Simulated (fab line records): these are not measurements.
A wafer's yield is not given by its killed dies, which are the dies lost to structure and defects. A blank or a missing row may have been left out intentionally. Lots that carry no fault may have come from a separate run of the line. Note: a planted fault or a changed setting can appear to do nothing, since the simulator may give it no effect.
Which of the tools did it?    flow gf180mcu    11 lots, 33 wafers sampled, at 3 steps of a route of 602

== WHAT EACH GAUGE READ, for each wafer ==
GF_NWELL_TW_MEAS_11.
lot   measured     on             NWELL_TW
L582  day 3 07:26  film-metro-02  1595 1595 1588
L583  day 3 14:17  film-metro-04  1557 1561 1572
L584  day 3 19:47  film-metro-02  1597 1599 1594
L587  day 4 09:56  film-metro-01  1551 1550 1537
L590  day 5 03:59  film-metro-02  1612 1603 1608
L592  day 5 13:29  film-metro-01  1894 1895 1896
L593  day 5 18:26  film-metro-02  1964 1970 1984
L597  day 6 19:32  film-metro-01  1542 1538 1533
L599  day 7 06:31  film-metro-02  1595 1586 1598
L604  day 8 10:47  film-metro-04  1561 1564 1569
L605  day 8 14:41  film-metro-02  1600 1584 1593

== TOOL THAT RAN EACH LOT (tool first, then ch and the chambers of the sampled wafers, then the start) ==
lot   GF_DNWELL_COAT_02                 GF_DNWELL_STRIP_08
L582  litho-track-04 ch 0, day 2 12:29  plasma-asher-04 ch 0,1, day 2 18:40
L583  litho-track-03 ch 0, day 2 18:13  plasma-asher-04 ch 0,1, day 3 00:35
L584  litho-track-01 ch 0, day 2 23:25  plasma-asher-02 ch 0,1, day 3 05:52
L587  litho-track-04 ch 0, day 3 13:38  plasma-asher-01 ch 0,1, day 3 19:59
L590  litho-track-03 ch 0, day 4 06:51  plasma-asher-02 ch 0,1, day 4 13:54
L592  litho-track-04 ch 0, day 4 15:50  plasma-asher-02 ch 1, day 4 22:45
L593  litho-track-04 ch 0, day 4 20:17  plasma-asher-02 ch 0,1, day 5 03:38
L597  litho-track-01 ch 0, day 5 19:36  plasma-asher-04 ch 0, day 6 03:30
L599  litho-track-03 ch 0, day 6 07:06  plasma-asher-01 ch 0,1, day 6 14:41
L604  litho-track-01 ch 0, day 7 10:03  plasma-asher-01 ch 0,1, day 7 18:05
L605  litho-track-01 ch 0, day 7 13:30  plasma-asher-02 ch 0,1, day 7 21:45
- GF_DNWELL_COAT_02: resist thk 3000 nm.
- GF_DNWELL_STRIP_08: strips in O2/N2.

== THE ANSWER, worked out from the rows above alone ==
Rule: the lots themselves supply what counts as usual. Put in order of their means at a reading, lots are off if they are a third of the lots or fewer, leave a main group of 4 or more, and stand apart from it by a gap of 3 or more times the standard deviation of the main group's means; of several such gaps the widest counts. A main group is skipped when, at the precision printed for the reading in the tables above, its means are all equal. A lot without any number at a reading at which 4 lots or more have one is off too. Where the step has rows for the other lots, those lots are counted as sound.
Off: L592, L593, seen at GF_NWELL_TW_MEAS_11 (NWELL_TW). Mean 1577 and standard deviation 23 in the main group.
If a tool, at a process step before that reading, ran all the lots that are off and no sound lot after the first of them, it fits. Gauges at GF_NWELL_TW_MEAS_11: tried the same way as those tools. One candidate fits, namely litho-track-04 at GF_DNWELL_COAT_02. Its last sound lot is L587 (day 3 13:38), its first lot that is off L592 (day 4 15:50): a fault that began between those two fits.

== WHAT HAD BEEN PUT IN BY THE SIMULATOR ==
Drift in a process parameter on litho-track-04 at GF_DNWELL_COAT_02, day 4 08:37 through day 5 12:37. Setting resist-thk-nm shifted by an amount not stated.
Lots struck among those shown: L592, L593. The rule given above showed the same thing.
